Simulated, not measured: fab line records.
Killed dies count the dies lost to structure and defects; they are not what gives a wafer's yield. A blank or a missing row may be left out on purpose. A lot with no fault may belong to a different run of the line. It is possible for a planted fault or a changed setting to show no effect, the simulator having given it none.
Which tool is to blame? ; flow gf180mcu ; Sampling: 12 lots, 36 wafers, 4 of 602 route steps

== WHAT THE GAUGES READ, wafer by wafer ==
GF_STI_THK_MEAS_30.
lot;measured;on;STI_OXIDATION_02_THK (nm)
L561;day 2 07:18;film-metro-01;10.13 10.24 10.22
L563;day 2 16:47;film-metro-02;10.08 9.88 10.23
L565;day 3 06:05;film-metro-04;10.09 10.06 9.87
L566;day 3 09:19;film-metro-01;9.76 9.74 9.77
L575;day 5 05:49;film-metro-02;10.09 9.98 10.13
L578;day 6 01:16;film-metro-04;9.95 9.82 9.90
L579;day 6 07:35;film-metro-01;10.09 10.08 9.94
L580;day 6 11:48;film-metro-02;10.40 10.43 10.42
L581;day 6 21:28;film-metro-04;10.25 9.98 9.72
L582;day 7 07:19;film-metro-02;9.68 9.77 9.59
L583;day 7 07:19;film-metro-01;9.80 9.63 9.60
L584;day 7 11:22;film-metro-02;10.20 10.11 10.29

GF_DNWELL_TW_MEAS_09.
lot;measured;on;DNWELL_TW
L561;day 2 19:59;film-metro-04;1348 1347 1343
L563;day 3 05:55;film-metro-02;1357 1362 1360
L565;day 3 19:31;film-metro-02;1539 1538 1544
L566;day 3 22:29;film-metro-02;1544 1548 1535
L575;day 5 20:26;film-metro-03;1366 1364 1359
L578;day 6 16:09;film-metro-03;1362 1361 1363
L579;day 6 21:37;film-metro-03;1353 1354 1354
L580;day 7 02:25;film-metro-02;1340 1342 1348
L581;day 7 11:39;film-metro-02;1341 1344 1351
L582;day 7 23:38;film-metro-03;1372 1377 1376
L583;day 7 22:53;film-metro-03;1366 1364 1359
L584;day 8 03:30;film-metro-02;1332 1328 1329

== TOOL THAT RAN EACH LOT (tool first, then ch and the chambers of the sampled wafers, then the start) ==
lot;GF_STI_ETCH_13;GF_DNWELL_IMPLANT_07
L561;rie-diel-02 ch 0,1,3, day 2 01:27;implanter-03 ch 0, day 2 19:44
L563;rie-diel-01 ch 0,1,2, day 2 12:31;implanter-03 ch 0, day 3 05:41
L565;rie-diel-03 ch 0,1,2, day 2 22:48;implanter-03 ch 0, day 3 19:17
L566;rie-diel-03 ch 0,1,2, day 3 03:30;implanter-03 ch 0, day 3 22:16
L575;rie-diel-03 ch 1,2,3, day 5 01:33;implanter-02 ch 0, day 5 20:12
L578;rie-diel-03 ch 0,1,3, day 5 16:30;implanter-04 ch 0, day 6 15:54
L579;rie-diel-01 ch 0,2,3, day 5 21:57;implanter-03 ch 0, day 6 21:24
L580;rie-diel-03 ch 0,2,3, day 6 02:03;implanter-02 ch 0, day 7 02:11
L581;rie-diel-03 ch 0,1,3, day 6 07:30;implanter-04 ch 0, day 7 11:24
L582;rie-diel-03 ch 1,2,3, day 6 15:09;implanter-03 ch 0, day 7 23:23
L583;rie-diel-03 ch 1,3, day 6 20:49;implanter-04 ch 0, day 7 22:38
L584;rie-diel-03 ch 2,3, day 7 03:06;implanter-03 ch 0, day 8 03:15
- GF_STI_ETCH_13: etches the open film in CHF3/O2, stops on Si, target depth 282.31 nm, time 112.9 s.
- GF_DNWELL_IMPLANT_07

== WHAT THE TOOLS THEMSELVES READ (means of the sampled wafers that have a number; where no wafer has one, the mark that the record gives instead) ==
GF_STI_ETCH_13.
lot;tool;drypump-motor-current-A (A);oes-product-au (a.u.);rf-fwd-power-W (W);throttle-valve-pct (%)
L561;rie-diel-02;5.5;0.834;596.8;8.817
L563;rie-diel-01;5.4;0.833;596.5;8.815
L565;rie-diel-03;5.9;0.824;595.1;8.807
L566;rie-diel-03;5.9;0.835;595.9;8.813
L575;rie-diel-03;6.0;0.822;597.7;8.802
L578;rie-diel-03;6.0;0.824;594.6;8.815
L579;rie-diel-01;5.6;0.838;596.5;8.810
L580;rie-diel-03;6.1;0.839;596.6;8.812
L581;rie-diel-03;6.0;0.839;597.3;8.820
L582;rie-diel-03;6.0;0.835;595.7;8.814
L583;rie-diel-03;5.9;0.823;594.3;8.804
L584;rie-diel-03;6.0;0.836;596.3;8.810

GF_DNWELL_IMPLANT_07.
lot;tool;beam-on-s (s);dose-ions-cm2;faraday-current-uA
L561;implanter-03;9.85;9.9923e+12;57.1
L563;implanter-03;9.80;1.0009e+13;57.4
L565;implanter-03;10.09;1.4995e+13;83.8
L566;implanter-03;10.05;1.4995e+13;84.0
L575;implanter-02;9.90;1.0002e+13;56.7
L578;implanter-04;10.07;1.0004e+13;56.1
L579;implanter-03;10.14;1.0000e+13;55.7
L580;implanter-02;10.15;1.0001e+13;55.4
L581;implanter-04;10.04;1.0013e+13;56.0
L582;implanter-03;10.05;9.9993e+12;56.0
L583;implanter-04;10.18;1.0002e+13;55.5
L584;implanter-03;10.20;1.0012e+13;55.4

== THE ANSWER, worked out from the rows above alone ==
Rule: the lots themselves supply what counts as usual. The widest of any qualifying gaps counts: lots, ordered by their means at a reading, are off when they make up no more than a third of the lots, leave a main group of 4 or more, and stand apart from it by 3 or more times the standard deviation of that group's means. A main group is skipped when, at the precision printed for the reading in the tables above, its means are all equal. A lot without any number at a reading at which 4 lots or more have one is off too. Any other lot the step has rows for is counted as sound. First the gauges in route order, then the tools' own readings, where a lot's mean is used as printed above. At the first step where some lot is off, the reading lying furthest off is the one used; lots without a number count as furthest.
Off: L565, L566, at GF_DNWELL_TW_MEAS_09 (DNWELL_TW). The main group: mean 1354, standard deviation 12.
If a tool, at a process step before that reading, ran all the lots that are off and no sound lot after the first of them, it fits. The gauges at GF_DNWELL_TW_MEAS_09 aren't tried: what is off there is off at GF_DNWELL_IMPLANT_07 too, on other tools, and a gauge's error can't cause that. No candidate that was tried fits.

== WHAT THE SIMULATOR HAD INSERTED ==
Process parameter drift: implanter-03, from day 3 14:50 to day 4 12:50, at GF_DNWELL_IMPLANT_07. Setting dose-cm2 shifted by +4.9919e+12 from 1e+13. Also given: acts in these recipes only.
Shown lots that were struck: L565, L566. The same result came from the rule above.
